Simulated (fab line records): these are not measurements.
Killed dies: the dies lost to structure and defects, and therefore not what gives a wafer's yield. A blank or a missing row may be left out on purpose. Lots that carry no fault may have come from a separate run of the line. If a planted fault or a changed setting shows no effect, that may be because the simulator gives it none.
Which tool was responsible? || flow sky130 || at 1 step of a route of 708, 7 lots with 21 wafers sampled

WHAT THE GAUGES READ, wafer by wafer
SKY_SD_N_OVL_MEAS_08.
{"lot": "L543", "measured": "day 28 16:19", "on": "overlay-01", "SD_N_OVL (nm)": "-1.4 -1.3 -0.8"}
{"lot": "L545", "measured": "day 29 11:56", "on": "overlay-02", "SD_N_OVL (nm)": "0.7 2.1 1.8"}
{"lot": "L551", "measured": "day 31 19:56", "on": "overlay-01", "SD_N_OVL (nm)": "2.2 1.9 2.1"}
{"lot": "L552", "measured": "day 32 01:58", "on": "overlay-02", "SD_N_OVL (nm)": "1.0 0.1 -0.2"}
{"lot": "L556", "measured": "day 33 04:34", "on": "overlay-01", "SD_N_OVL (nm)": "1.2 -0.1 0.4"}
{"lot": "L562", "measured": "day 34 22:02", "on": "overlay-02", "SD_N_OVL (nm)": "-0.6 0.3 1.1"}
{"lot": "L564", "measured": "day 35 08:07", "on": "overlay-01", "SD_N_OVL (nm)": "-0.5 -0.5 -0.7"}

WHICH TOOL RAN EACH LOT (tool, then ch and the chambers of the sampled wafers, then the start)
The record holds no process step before these readings.

THE ANSWER, worked out from the rows above alone
Rule: what is usual is taken from the lots themselves. The widest of any qualifying gaps counts: lots, ordered by their means at a reading, are off when they make up no more than a third of the lots, leave a main group of 4 or more, and stand apart from it by 3 or more times the standard deviation of that group's means. If all means in a main group match to the digits the tables above print for the reading, that group is not used. Also off: a lot with no number at a reading for which 4 or more lots have one. Where the step has rows for the other lots, those lots are counted as sound.
Nothing can be told from this: no lot is off at any reading shown.

WHAT WAS PUT IN BY THE SIMULATOR
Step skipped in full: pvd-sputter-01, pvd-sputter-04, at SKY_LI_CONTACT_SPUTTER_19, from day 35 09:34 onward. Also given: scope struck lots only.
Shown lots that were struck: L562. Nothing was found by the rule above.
